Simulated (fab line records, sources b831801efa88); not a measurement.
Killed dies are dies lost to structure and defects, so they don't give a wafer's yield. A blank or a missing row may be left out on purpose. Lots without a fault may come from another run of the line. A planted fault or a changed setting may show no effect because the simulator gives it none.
One fault seen from 2 desks | flow sky130 | each desk has only its own numbers; what lay behind them comes last

THE METROLOGY DESK
What the gauges read, lot by lot, whatever tool the lot ran on: means of the sampled wafers that have a number. A lot is out of limits, marked OUT, if its mean lies more than 4 standard deviations from the usual mean; the brackets give that distance.
Columns: A = VIA3_W_RS at SKY_VIA3_RS_MEAS_22, usual 0.293 ohm/sq
lot  | first seen here | A
L274 | day 40 09:19    | 0.297
L275 | day 40 17:10    | 0.290
L276 | day 41 01:58    | 0.292
L277 | day 41 08:07    | 0.296
L278 | day 41 19:49    | 0.298
L279 | day 41 22:33    | 0.294
L283 | day 43 04:35    | 0.292
L282 | day 43 06:08    | 0.301
L284 | day 43 09:44    | 0.293
L285 | day 43 14:07    | 0.291
L286 | day 44 06:19    | 0.307
L287 | day 44 11:10    | 0.299
L292 | day 45 11:29    | 0.288
L293 | day 45 14:43    | 0.291
L294 | day 46 01:01    | 0.292
This desk's finding: nothing out of limits on any of the 15 lots.

THE TOOL OWNER'S DESK: iline_stepper-01
The tool's own readings at SKY_CAP2M_EXPOSE_09 (exposes mask CAP2M, target cd 1000 nm): means of the sampled wafers that have a number, for each lot that ran on this tool. A lot is out of limits, marked OUT, if its mean lies more than 4 standard deviations from the usual mean; the brackets give that distance.
Columns: A = exposure_dose_mJ_cm2 at SKY_CAP2M_EXPOSE_09, usual 159.00; B = focus_offset_nm at SKY_CAP2M_EXPOSE_09, usual 0.0 nm
lot  | first seen here | A      | B
L274 | day 40 23:20    | 158.87 | 0.4
L277 | day 41 21:13    | 158.88 | 0.5
L278 | day 42 08:26    | 159.06 | -0.1
L287 | day 44 22:43    | 159.05 | -0.2
L292 | day 45 23:47    | 159.08 | 0.1
L294 | day 46 11:25    | 159.12 | -0.3
This desk's finding: nothing out of limits on any of the 6 lots.

PUT TOGETHER
The metrology desk saw nothing out of limits.
The tool owner's desk saw nothing out of limits.

WHAT THE SIMULATOR HAD PUT IN
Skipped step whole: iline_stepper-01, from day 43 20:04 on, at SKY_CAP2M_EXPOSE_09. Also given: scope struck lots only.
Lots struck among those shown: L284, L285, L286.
